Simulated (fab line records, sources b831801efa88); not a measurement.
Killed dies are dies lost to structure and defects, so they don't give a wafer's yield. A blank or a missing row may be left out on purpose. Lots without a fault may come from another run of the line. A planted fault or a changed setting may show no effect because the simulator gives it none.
Which tool did it? | flow sky130 | 11 lots, 33 wafers sampled, at 1 step of a route of 708

WHAT THE GAUGES READ, wafer by wafer
SKY_METAL2_RS_MEAS_05: measures by four-point-probe.
lot  | measured     | on            | METAL2_ALCU_RS (ohm/sq)
L499 | day 34 13:05 | film_metro-01 | 0.1306 0.1281 0.1295
L500 | day 34 19:35 | film_metro-01 | 0.1287 0.1261 0.1279
L501 | day 35 04:29 | film_metro-02 | 0.1273 0.1274 0.1274
L502 | day 35 12:23 | film_metro-01 | 0.1277 0.1260 0.1282
L503 | day 35 22:39 | film_metro-04 | 0.1263 0.1258 0.1259
L504 | day 36 08:22 | film_metro-02 | 0.1265 0.1288 0.1300
L506 | day 36 22:29 | film_metro-02 | 0.1313 0.1276 0.1302
L507 | day 36 22:50 | film_metro-02 | 0.1274 0.1237 0.1287
L512 | day 38 11:11 | film_metro-01 | 0.1275 0.1270 0.1254
L514 | day 39 07:47 | film_metro-02 | 0.1258 0.1273 0.1253
L521 | day 41 08:37 | film_metro-02 | 0.1265 0.1260 0.1262

WHICH TOOL RAN EACH LOT (tool, then ch and the chambers of the sampled wafers, then the start)
The record holds no process step before these readings.

WHAT THE TOOLS THEMSELVES READ (means of the sampled wafers that have a number; where no wafer has one, the mark that the record gives instead)
The record holds no such reading with a usual standard deviation.

THE ANSWER, worked out from the rows above alone
Rule: what is usual is taken from the lots themselves. Put in order of their means at a reading, lots are off if they are a third of the lots or fewer, leave a main group of 4 or more, and stand apart from it by a gap of 3 or more times the standard deviation of the main group's means; of several such gaps the widest counts. A main group whose means are all the same, to the digits that the tables above print for the reading, isn't used. A lot without any number at a reading at which 4 lots or more have one is off too. The other lots that the step has rows for count as sound. The gauges are gone through in route order, then the tools' own readings, and for those a lot's mean is taken as printed above. The first step at which some lot is off is used, and at that step the reading that is off furthest; a lot without a number counts as furthest.
No lot is off at any reading shown: from this, nothing can be told.

WHAT THE SIMULATOR HAD PUT IN
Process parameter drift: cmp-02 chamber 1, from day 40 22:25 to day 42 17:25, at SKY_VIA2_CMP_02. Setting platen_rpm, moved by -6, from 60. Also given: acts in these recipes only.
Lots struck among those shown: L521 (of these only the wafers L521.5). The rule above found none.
